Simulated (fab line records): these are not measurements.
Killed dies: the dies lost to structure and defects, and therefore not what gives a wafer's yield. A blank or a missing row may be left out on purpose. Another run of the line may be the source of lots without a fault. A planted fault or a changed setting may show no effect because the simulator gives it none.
fab line records ; flow gf180mcu
record lots=5; wafers=15; lastDay=32
route steps=602 shown M5@528
lots untouched by any fault: they come from a run of this same line in which no faults occurred
startH: hours from the record's opening day to when the first of the lot's shown wafers began ; waitH: how many hours have passed since the lot's step before this one ; " as in the row above ; L1.1+2: several wafers, shown together as one row ; - no value, or no start given ; * or withheld: withheld ; < > ~ a bound
route shown NAME@n: names a module that has steps shown in the file, with the first one's number in the route ; usual: the fault-free wafers' mean and standard deviation ; same: alike in all rows ; chamber/n: place in a boat ; sites: each site's reading ; _std_site: how widely they spread, as a standard deviation ; _edge_site: the outer-site mean with the inner-site mean subtracted ; radiusMm: for every site, how far away it sits from the centre of the wafer ; mask NAME#n: copy n ; behind: tool/chamber where the wafer was last shaped ; hold: why the lot went on hold/how many hours it stayed there/how the hold came to an end ; device: the n, p or np transistor that did not switch ; end of line: the same wafers' tests at the end of the route ; a step with no rows: only its recipe ; killed: dies lost to structure and defects at the first sort, not the wafer's yield ; map: per-die view of a wafer (x killed, . not killed, _ where there is no die)
set.NAME: the run value of the setting; set.NAME@STEP: its run value at that earlier step ; model.NAME: the simulator's own value behind a step, which no gauge read
a table for each step, a row for each wafer; lots at some steps of the route
services: the hour from which a tool's chamber was out of use, counted from the record's first day as startH (under 0 if before that day), plus the number of hours and why
## steps
# step GF_M5_COAT_02
# recipe resist=KrF; spinRpm=withheld; resistThkNm=1000
# usual chillPlateTempC=23.00/0.11
lot.wafer;tool;chamber;startH;waitH;chillPlateTempC
L074.3;lithoTrack-04;0;592.64;0.1;22.78
L074.4;lithoTrack-04;0;592.64;0.1;23.01
L074.6;lithoTrack-04;0;592.64;0.1;22.91
L084.1;lithoTrack-01;0;674.13;0.1;23.17
L084.4;lithoTrack-01;0;674.13;0.1;23.17
L084.6;lithoTrack-01;0;674.13;0.1;23.23
L087.2;lithoTrack-01;0;696.50;0.1;22.87
L087.4;lithoTrack-01;0;696.50;0.1;22.90
L087.5;lithoTrack-01;0;696.50;0.1;22.84
L088.1;lithoTrack-03;0;698.54;0.1;23.00
L088.4;lithoTrack-03;0;698.54;0.1;22.99
L088.6;lithoTrack-03;0;698.54;0.1;22.93
L089.2;lithoTrack-01;0;709.10;0.1;22.88
L089.3;lithoTrack-01;0;709.10;0.1;22.84
L089.6;lithoTrack-01;0;709.10;0.1;22.75
# step GF_M5_SOFTBAKE_03
# recipe tempC=130; timeS=60; resist=KrF
# usual chillPlateTempC=22.97/0.097; heaterPowerTotalW=93.05/0.057
lot.wafer;tool;chamber;startH;waitH;chillPlateTempC;heaterPowerTotalW
L074.3;lithoTrack-04;0;592.79;0.1;22.84;93.08
L074.4;lithoTrack-04;0;592.79;0.1;22.93;93.06
L074.6;lithoTrack-04;0;592.79;0.1;22.95;93.07
L084.1;lithoTrack-01;0;674.28;0.1;22.92;93.09
L084.4;lithoTrack-01;0;674.28;0.1;22.98;92.95
L084.6;lithoTrack-01;0;674.28;0.1;22.92;93.09
L087.2;lithoTrack-01;0;696.65;0.1;22.93;93.01
L087.4;lithoTrack-01;0;696.65;0.1;22.86;93.06
L087.5;lithoTrack-01;0;696.65;0.1;22.98;93.04
L088.1;lithoTrack-03;0;698.69;0.1;22.90;93.08
L088.4;lithoTrack-03;0;698.69;0.1;22.86;93.06
L088.6;lithoTrack-03;0;698.69;0.1;23.02;92.99
L089.2;lithoTrack-01;0;709.25;0.1;23.10;93.12
L089.3;lithoTrack-01;0;709.25;0.1;23.29;93.09
L089.6;lithoTrack-01;0;709.25;0.1;23.07;93.09
# step GF_M5_EXPOSE_04
# recipe maskId=Metal5; targetCdNm=280; na=0.68; sourceShape=conventional; sigmaOuter=0.6; doseMj=28
lot.wafer;tool;chamber;startH;waitH;mask
L074.3+4+6;krfScanner-02;0;-;-;Metal5#0
L084.1+4+6;krfScanner-01;0;-;-;Metal5#0
L087.2+4+5;krfScanner-01;0;-;-;Metal5#0
L088.1+4+6;krfScanner-01;0;-;-;Metal5#0
L089.2+3+6;krfScanner-01;0;-;-;Metal5#0
# step GF_M5_PEB_05
# recipe pebTempC=135; pebTimeS=90; resist=KrF
# usual chillPlateTempC=22.98/0.11; heaterPowerTotalW=85.70/0.089
lot.wafer;tool;chamber;startH;waitH;chillPlateTempC;heaterPowerTotalW
L074.3;lithoTrack-04;0;-;-;23.01;85.67
L074.4;lithoTrack-04;0;-;-;23.01;85.76
L074.6;lithoTrack-04;0;-;-;23.17;85.87
L084.1;lithoTrack-01;0;-;-;22.71;85.79
L084.4;lithoTrack-01;0;-;-;22.93;85.56
L084.6;lithoTrack-01;0;-;-;22.83;85.82
L087.2;lithoTrack-04;0;-;-;22.98;85.79
L087.4;lithoTrack-04;0;-;-;23.10;85.80
L087.5;lithoTrack-04;0;-;-;23.10;85.61
L088.1;lithoTrack-04;0;-;-;22.90;85.74
L088.4;lithoTrack-04;0;-;-;22.94;85.62
L088.6;lithoTrack-04;0;-;-;23.23;85.68
L089.2;lithoTrack-03;0;-;-;23.11;85.54
L089.3;lithoTrack-03;0;-;-;23.14;85.63
L089.6;lithoTrack-03;0;-;-;22.95;85.76
# step GF_M5_DEVELOP_06
# recipe developTimeS=60; devTempC=21
# usual chillPlateTempC=23.00/0.1
lot.wafer;tool;chamber;startH;waitH;chillPlateTempC
L074.3;lithoTrack-04;0;602.79;0.1;22.95
L074.4;lithoTrack-04;0;602.79;0.1;23.00
L074.6;lithoTrack-04;0;602.79;0.1;23.00
L084.1;lithoTrack-01;0;683.83;0.2;22.92
L084.4;lithoTrack-01;0;683.83;0.2;22.98
L084.6;lithoTrack-01;0;683.83;0.2;23.04
L087.2;lithoTrack-04;0;705.86;0.2;23.18
L087.4;lithoTrack-04;0;705.86;0.2;23.04
L087.5;lithoTrack-04;0;705.86;0.2;23.10
L088.1;lithoTrack-04;0;707.44;0.2;23.07
L088.4;lithoTrack-04;0;707.44;0.2;22.98
L088.6;lithoTrack-04;0;707.44;0.2;23.13
L089.2;lithoTrack-03;0;717.96;0.2;22.92
L089.3;lithoTrack-03;0;717.96;0.2;22.96
L089.6;lithoTrack-03;0;717.96;0.2;22.92
# step GF_M5_CD_MEAS_07
# recipe targetCdNm=280
# usual cdNm=280.2/1.1
lot.wafer;tool;chamber;startH;waitH;cdNm
L074.3;cdSem-02;-;602.93;0.1;280.8
L074.4;cdSem-02;-;602.93;0.1;280.5
L074.6;cdSem-02;-;602.93;0.1;280.1
L084.1;cdSem-01;-;683.98;0.1;280.6
L084.4;cdSem-01;-;683.98;0.1;280.3
L084.6;cdSem-01;-;683.98;0.1;280.7
L087.2;cdSem-01;-;706.02;0.1;279.3
L087.4;cdSem-01;-;706.02;0.1;278.3
L087.5;cdSem-01;-;706.02;0.1;278.5
L088.1;cdSem-02;-;707.59;0.1;280.9
L088.4;cdSem-02;-;707.59;0.1;281.1
L088.6;cdSem-02;-;707.59;0.1;280.5
L089.2;cdSem-01;-;718.11;0.1;281.1
L089.3;cdSem-01;-;718.11;0.1;282.8
L089.6;cdSem-01;-;718.11;0.1;282.0
# step GF_M5_OVL_MEAS_08
# usual M5_OVL=-5/4.8
lot.wafer;tool;chamber;startH;waitH;M5_OVL[nm]
L074.3;overlay-01;-;603.02;0.1;-5
L074.4;overlay-01;-;603.02;0.1;0
L074.6;overlay-01;-;603.02;0.1;1
L084.1;overlay-02;-;684.10;0.1;-1
L084.4;overlay-02;-;684.10;0.1;-5
L084.6;overlay-02;-;684.10;0.1;-1
L087.2;overlay-01;-;706.13;0.1;-10
L087.4;overlay-01;-;706.13;0.1;-13
L087.5;overlay-01;-;706.13;0.1;-4
L088.1;overlay-02;-;707.71;0.1;-4
L088.4;overlay-02;-;707.71;0.1;-3
L088.6;overlay-02;-;707.71;0.1;-1
L089.2;overlay-02;-;718.21;0.1;-9
L089.3;overlay-02;-;718.21;0.1;-4
L089.6;overlay-02;-;718.21;0.1;-4
# step GF_M5_ETCH_09
# recipe chemistry=CF4/O2; target=Si3N4; targetDepthNm=52; sourceW=800; biasW=150; pressureMtorr=150; cf4FlowSccm=80; O2_flow_sccm=10; timeS=11.6
# usual biasW=150.0/0.43; cf4FlowSccm=80.01/0.26; drypumpMotorCurrentA=5.6/0.36; oesProductAu=1.000/0.0072; rfFwdPowerW=787/4.1; throttleValvePct=5.971/0.0091
lot.wafer;tool;chamber;startH;waitH;biasW;cf4FlowSccm;drypumpMotorCurrentA;oesProductAu;rfFwdPowerW;rfHoursCounterH;throttleValvePct
L074.3;rieDiel-02;3;603.05;0.0;150.2;79.93;5.3;1.017;786;10;5.989
L074.4;rieDiel-02;0;603.05;0.0;150.5;80.05;5.6;1.005;779;4;5.951
L074.6;rieDiel-02;2;603.05;0.0;149.9;79.81;6.1;1.006;788;-;5.960
L084.1;rieDiel-01;3;684.13;0.0;150.4;79.74;5.8;1.004;798;4;5.975
L084.4;rieDiel-01;0;684.13;0.0;149.9;80.16;5.5;1.004;780;-;5.982
L084.6;rieDiel-01;1;684.13;0.0;150.1;79.69;5.9;0.993;787;-;5.966
L087.2;rieDiel-03;0;706.16;0.0;149.5;79.78;5.7;0.998;789;24;5.969
L087.4;rieDiel-03;3;706.16;0.0;150.4;79.69;6.1;0.992;784;33;5.980
L087.5;rieDiel-03;3;706.16;0.0;149.8;80.11;6.1;0.995;779;-;5.971
L088.1;rieDiel-01;2;707.74;0.0;150.4;79.71;5.9;0.988;786;10;5.974
L088.4;rieDiel-01;0;707.74;0.0;150.2;79.88;5.6;1.002;781;19;5.969
L088.6;rieDiel-01;1;707.74;0.0;150.6;79.74;5.8;0.998;792;-;5.968
L089.2;rieDiel-02;3;718.24;0.0;150.0;80.16;5.3;1.002;786;14;5.973
L089.3;rieDiel-02;1;718.24;0.0;151.0;80.60;4.7;1.006;782;49;5.963
L089.6;rieDiel-02;2;718.24;0.0;149.5;79.83;6.1;0.999;777;-;5.969
# step GF_M5_METAL_ETCH_10
# recipe chemistry=Cl2/BCl3; maskMaterial=KrF; targetDepthNm=627.5; stopOn=SiO2; pressureMtorr=8; icpW=800; biasW=140; Cl2_flow_sccm=80; bcl3FlowSccm=40; timeS=104.6
# usual biasW=140.0/0.43; drypumpMotorCurrentA=5.95/0.22; oesProductAu=0.972/0.0058; rfFwdPowerW=794.6/2.7; throttleValvePct=28.250/0.011
lot.wafer;tool;chamber;startH;waitH;biasW;drypumpMotorCurrentA;oesProductAu;rfFwdPowerW;rfHoursCounterH;throttleValvePct
L074.3;rieMetal-01;0;603.11;0.0;139.8;6.34;0.971;796.3;-;28.252
L074.4;rieMetal-01;1;603.11;0.0;140.2;5.64;0.971;791.8;-;28.257
L074.6;rieMetal-01;0;603.11;0.0;139.6;6.36;0.975;796.9;-;28.263
L084.1;rieMetal-02;0;684.16;0.0;140.6;6.15;0.980;796.0;3.7;28.255
L084.4;rieMetal-02;1;684.16;0.0;140.0;5.98;0.971;793.2;-;28.247
L084.6;rieMetal-02;1;684.16;0.0;140.1;5.97;0.978;792.6;-;28.255
L087.2;rieMetal-01;0;706.18;0.0;140.6;6.33;0.975;798.5;6.1;28.253
L087.4;rieMetal-01;0;706.18;0.0;140.7;6.32;0.968;797.0;-;28.241
L087.5;rieMetal-01;0;706.18;0.0;140.3;6.34;0.969;794.4;-;28.239
L088.1;rieMetal-04;1;707.77;0.0;140.8;5.72;0.973;791.3;10.3;28.262
L088.4;rieMetal-04;1;707.77;0.0;140.7;5.71;0.973;789.1;-;28.249
L088.6;rieMetal-04;0;707.77;0.0;139.9;5.94;0.979;795.2;-;28.235
L089.2;rieMetal-02;0;718.30;0.0;139.8;6.15;0.969;792.3;-;28.252
L089.3;rieMetal-02;0;718.30;0.0;140.1;6.16;0.965;794.4;-;28.263
L089.6;rieMetal-02;0;718.30;0.0;139.9;6.15;0.970;794.5;-;28.257
# step GF_M5_STRIP_11
# recipe chemistry=O2/N2; powerW=1400; pressureMtorr=1500; platenTempC=250; o2FlowSccm=3000; n2FlowSccm=300; overashFraction=0.5
# usual drypumpMotorCurrentA=5.6/0.42; heaterPowerW=317/40; oesProductAu=0.544/0.0043; stripTimeToEndpointS=7.54/0.03
lot.wafer;tool;chamber;startH;waitH;drypumpMotorCurrentA;heaterPowerW;oesProductAu;rfHoursCounterH;stripTimeToEndpointS
L074.3;plasmaAsher-01;0;603.21;0.1;5.5;275;0.539;-;7.51
L074.4;plasmaAsher-01;1;603.21;0.1;5.0;345;0.546;-;7.54
L074.6;plasmaAsher-01;1;603.21;0.1;5.0;353;0.542;-;7.55
L084.1;plasmaAsher-02;1;684.27;0.1;6.0;264;0.547;24;7.52
L084.4;plasmaAsher-02;1;684.27;0.1;6.0;268;0.546;-;7.52
L084.6;plasmaAsher-02;1;684.27;0.1;5.9;268;0.542;-;7.54
L087.2;plasmaAsher-01;0;706.29;0.1;5.6;273;0.547;59;7.60
L087.4;plasmaAsher-01;0;706.29;0.1;5.5;285;0.547;-;7.55
L087.5;plasmaAsher-01;0;706.29;0.1;5.5;283;0.545;-;7.55
L088.1;plasmaAsher-01;0;707.88;0.1;5.5;287;0.553;59;7.57
L088.4;plasmaAsher-01;1;707.88;0.1;5.0;348;0.541;-;7.57
L088.6;plasmaAsher-01;0;707.88;0.1;5.5;280;0.545;-;7.52
L089.2;plasmaAsher-02;1;718.49;0.1;5.9;273;0.538;29;7.55
L089.3;plasmaAsher-02;0;718.49;0.1;5.4;377;0.542;-;7.52
L089.6;plasmaAsher-02;1;718.49;0.1;5.9;264;0.543;-;7.50
## services
tool;chamber;startH;hours;kind
rieMetal-01;1;570.07;-;clean
krfScanner-01;-;570.27;1.0;pm
rieDiel-01;-;577.20;14.6;pm
plasmaAsher-02;-;580.96;28.1;pm
rieMetal-04;-;586.69;1.0;repair
krfScanner-02;-;611.05;1.3;pm
rieDiel-03;1;616.49;27.2;repair
rieDiel-02;3;616.61;3.6;repair
krfScanner-01;-;622.95;1.3;pm
rieMetal-04;0;625.40;8.5;repair
krfScanner-01;-;628.58;0.7;repair
rieDiel-02;3;630.17;5.3;repair
rieDiel-03;3;633.58;1.2;repair
plasmaAsher-01;-;638.33;5.4;repair
rieDiel-03;-;661.00;0.5;repair
rieDiel-02;0;662.18;2.2;repair
plasmaAsher-02;-;666.65;0.3;repair
krfScanner-01;-;668.57;0.8;pm
rieDiel-01;2;672.78;29.8;repair
krfScanner-02;-;696.36;0.8;pm
rieMetal-02;1;705.14;16.0;repair
krfScanner-02;-;707.41;1.0;pm
rieDiel-01;0;715.68;19.7;repair
rieMetal-04;1;715.73;4.7;repair
## key
fault none
